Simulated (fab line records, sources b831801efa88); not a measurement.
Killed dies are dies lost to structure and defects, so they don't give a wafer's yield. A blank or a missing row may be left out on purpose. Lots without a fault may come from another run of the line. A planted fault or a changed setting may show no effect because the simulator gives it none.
Problem report in the 8D (eight disciplines) form, filled by code | flow sky130 | the parts of the form that need people (team, actions taken, sign-off) are left out

1. THE PROBLEM
SPACER_CVD_00_THK at SKY_SPACER_THK_MEAS_01 reads a mean of 34.9 nm on 6 wafers of 2 lots; wafers without a fault read 43.1 nm with a standard deviation of 0.44. That is -19 standard deviations from the usual mean.
First seen on wafer L271.1, day 25 18:56, on film_metro-02. The record holds 33 wafers of 11 lots with a number at this step. Rule for "out", or "out of limits": more than 4 standard deviations from the usual mean. The other wafers with a number count as sound.

2. WHAT IT IS AND WHAT IT IS NOT
question                    | is                           | is not
which readings at this step | SPACER_CVD_00_THK            | -
which lots                  | L271, L272                   | L263, L265, L266, L269, L281, L282, L283, L285, L286
which wafers of those lots  | all that have a number       | -
read on which gauges        | film_metro-02, film_metro-03 | film_metro-04
when                        | from day 25 18:56            | up to then (12 sound wafers); but 15 sound wafers of L281, L282, L283, L285, L286 came after

3. SUSPECTS, AND WHAT RULES EACH OUT
Counting: a tool at a process step up to the reading stays a suspect if it ran every lot that is out and no sound lot after the first of them.
- the gauge at SKY_SPACER_THK_MEAS_01: ruled out. The wafers that are out were read on 2 gauges (film_metro-02, film_metro-03).
- lpcvd-02 at SKY_SPACER_CVD_00 (deposits Si3N4 from DCS/NH3, target thk 43.1 nm, time 740 s): ruled out as a lasting fault. Sound lots L281, L282, L283, L285, L286 ran on it after its first lot that is out, L271 (day 25 17:07).
Left after counting: nothing in the record.

4. THE CAUSE (what the simulator had put in)
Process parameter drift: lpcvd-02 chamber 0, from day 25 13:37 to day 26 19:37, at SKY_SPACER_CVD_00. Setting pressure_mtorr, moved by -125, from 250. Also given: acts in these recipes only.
Counting ruled it out, wrongly: the rule takes a fault to strike every lot that its tool runs from its start on, and this one did not.

5. THE CHAIN OF EFFECTS, in route order
Each row: a reading whose mean over the struck wafers that have a number lies more than 3 standard deviations from the usual. Only readings for which the record gives a usual standard deviation are gone through. hours: the time from each lot's start at the first step in this table that gives one to its start at this step, as a median over the lots. sigmas: the change in usual standard deviations.
hours | step                   | reading           | usual       | on struck wafers | change | sigmas
0     | SKY_SPACER_CVD_00      | pressure_mtorr    | 249.9 mTorr | 124.4            | -125.5 | -99 or more
2     | SKY_SPACER_THK_MEAS_01 | SPACER_CVD_00_THK | 43.1 nm     | 34.9             | -8.2   | -19
5     | SKY_SPACER_ETCHBACK_02 | oes_product_au    | 0.855 a.u.  | 0.767            | -0.088 | -12
The process steps in it:
- SKY_SPACER_CVD_00: deposits Si3N4 from DCS/NH3, target thk 43.1 nm, time 740 s.
- SKY_SPACER_ETCHBACK_02: etches Si3N4 in CH3F/O2, stops on SiO2, time 46.7 s, target depth 45 nm.

6. WHAT WOULD HAVE CAUGHT IT SOONER
In this record the first reading out of limits at a measuring or inspecting step was taken at day 25 18:56, 5 hours after the fault began at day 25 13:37.
The tool's own readings at SKY_SPACER_CVD_00 were out on every struck wafer that the step has a row for (pressure_mtorr): an alarm limit on them would have fired on the first of those.
